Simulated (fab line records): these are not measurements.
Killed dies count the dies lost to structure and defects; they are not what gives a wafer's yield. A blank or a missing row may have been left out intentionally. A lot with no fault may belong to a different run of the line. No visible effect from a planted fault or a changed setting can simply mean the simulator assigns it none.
Split-lot trial | flow sfq-line | 23 wafers read from 5 lots, route of 325 steps

## ON THE SPLIT
At SFQ_TRILAYER_I1_VIA_LITHO_COAT_049 (resist thk 650 nm), the setting spin-rpm was moved away from the recipe's 3000 rpm on 11 of the 23 wafers read, by -5.1% to +6.1%. This setting was run at the recipe's value on the other wafers.

## FROM THE SPLIT TO THE READING: what the file shows between them, 3 steps
- SFQ_TRILAYER_I1_VIA_LITHO_SOFTBAKE_053
- SFQ_TRILAYER_I1_VIA_LITHO_EXPOSE_050: exposes mask I1, target cd 500 nm
- SFQ_TRILAYER_I1_VIA_LITHO_DEVELOP_051: time 60 s

## THE READING
KrF_of_TRILAYER_I1_VIA_LITHO_COAT_049.thk-nm (the simulator's own value, which no gauge read), in nm, at SFQ_TRILAYER_I1_VIA_BARC_OPEN_VIA_ETCH_071 (etches BARC in O2, target depth 125 nm, time 41.7 s). The file gives no usual value for it. The 12 wafers here that ran the recipe average 572.5 nm, standard deviation 2.5 nm.

wafer  | tool, chamber at the split | spin-rpm as run, rpm | against the recipe | KrF_of_TRILAYER_I1_VIA_LITHO_COAT_049.thk-nm, nm | against lot-mates on the recipe
L074.1 | litho-track-02, 0          | 3183                 | +6.1%              | 554.4                                            | -19.2
L074.2 | litho-track-02, 0          | 3183                 | +6.1%              | 550.9                                            | -22.7
L074.3 | litho-track-02, 0          | 3183                 | +6.1%              | 552.8                                            | -20.8
L074.4 | litho-track-02, 0          | 3000                 | recipe             | 574.2                                            | -
L074.5 | litho-track-02, 0          | 3000                 | recipe             | 573                                              | -
L075.1 | litho-track-02, 0          | 3000                 | recipe             | 573                                              | -
L075.2 | litho-track-02, 0          | 3000                 | recipe             | 575                                              | -
L075.4 | litho-track-02, 0          | 3000                 | recipe             | 576.9                                            | -
L079.1 | litho-track-04, 0          | 3074                 | +2.5%              | 563.6                                            | -8.1
L079.3 | litho-track-04, 0          | 3074                 | +2.5%              | 565.4                                            | -6.4
L079.4 | litho-track-04, 0          | 3074                 | +2.5%              | 564.6                                            | -7.1
L079.5 | litho-track-04, 0          | 3000                 | recipe             | 571.8                                            | -
L079.6 | litho-track-04, 0          | 3000                 | recipe             | 571.7                                            | -
L081.2 | litho-track-02, 0          | 2847                 | -5.1%              | 584.3                                            | +15.3
L081.3 | litho-track-02, 0          | 3000                 | recipe             | 568.8                                            | -
L081.4 | litho-track-02, 0          | 3000                 | recipe             | 568.3                                            | -
L081.5 | litho-track-02, 0          | 3000                 | recipe             | 569.8                                            | -
L081.6 | litho-track-02, 0          | 2847                 | -5.1%              | 585.4                                            | +16.4
L084.1 | litho-track-03, 0          | 3000                 | recipe             | 574.2                                            | -
L084.2 | litho-track-03, 0          | 2899                 | -3.4%              | 584.5                                            | +10.5
L084.3 | litho-track-03, 0          | 2899                 | -3.4%              | 585                                              | +11.0
L084.4 | litho-track-03, 0          | 2899                 | -3.4%              | 584.7                                            | +10.7
L084.5 | litho-track-03, 0          | 3000                 | recipe             | 573.8                                            | -

FIT RESULTS
A straight line over all 23 wafers: KrF_of_TRILAYER_I1_VIA_LITHO_COAT_049.thk-nm changes by -3.1 nm for each +1% of spin-rpm; r = -0.97; the points scatter about the line by 2.4 nm.
The same after taking each lot's own level away (the mean of its wafers on the recipe; 23 wafers): -3.27 nm for each +1%; r = -0.99; scatter 1.1 nm.
According to that fit, moving spin-rpm by its largest amount changes the reading by 20 nm.
The span of the lots' own levels, 568.97 to 574.97 nm, comes to 2.4 times the standard deviation stated above.
The two slopes agree, so the slope changes little with the lot-to-lot level.
Check: with one of the wafers moved furthest among these (+6.1%) left out of the fit, the line predicts -20.3 nm for it against its lot-mates. Against them it came out at -19.2 nm.

## THESE WAFERS: OTHER SPLITS
Other splits were also applied to these wafers ahead of the reading. Each is held against what the fit with the lots' levels taken away leaves over:
other split on the same wafers                 | wafers away from the commonest value | r with KrF_of_TRILAYER_I1_VIA_LITHO_COAT_049.thk-nm (lot level and that fit taken away)
SFQ_TRILAYER_M1_LITHO_PEB_042 peb-temp-c       | 8                                    | -0.19
SFQ_TRILAYER_I1_CMP_CMP_046 leave-above-ref-nm | 8                                    | +0.23

## THE WHOLE CHAIN: every reading that the file lists as answering this split, in the file's order
step                                       | what it does                                        | reading                                                                                       | change (the file's fit)              | r (the file's)
SFQ_TRILAYER_I1_VIA_LITHO_COAT_049         | resist thk 650 nm                                   | KrF_of_TRILAYER_I1_VIA_LITHO_COAT_049.thk-nm (the simulator's own value, which no gauge read) | -3.24 nm for each +1% of the setting | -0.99
SFQ_TRILAYER_I1_VIA_BARC_OPEN_VIA_ETCH_071 | etches BARC in O2, target depth 125 nm, time 41.7 s | KrF_of_TRILAYER_I1_VIA_LITHO_COAT_049.thk-nm (the simulator's own value, which no gauge read) | -3.26 nm for each +1% of the setting | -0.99

## FILE'S OWN FIT
KrF_of_TRILAYER_I1_VIA_LITHO_COAT_049.thk-nm changes by -3.26 nm for each +1% of spin-rpm, r = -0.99.
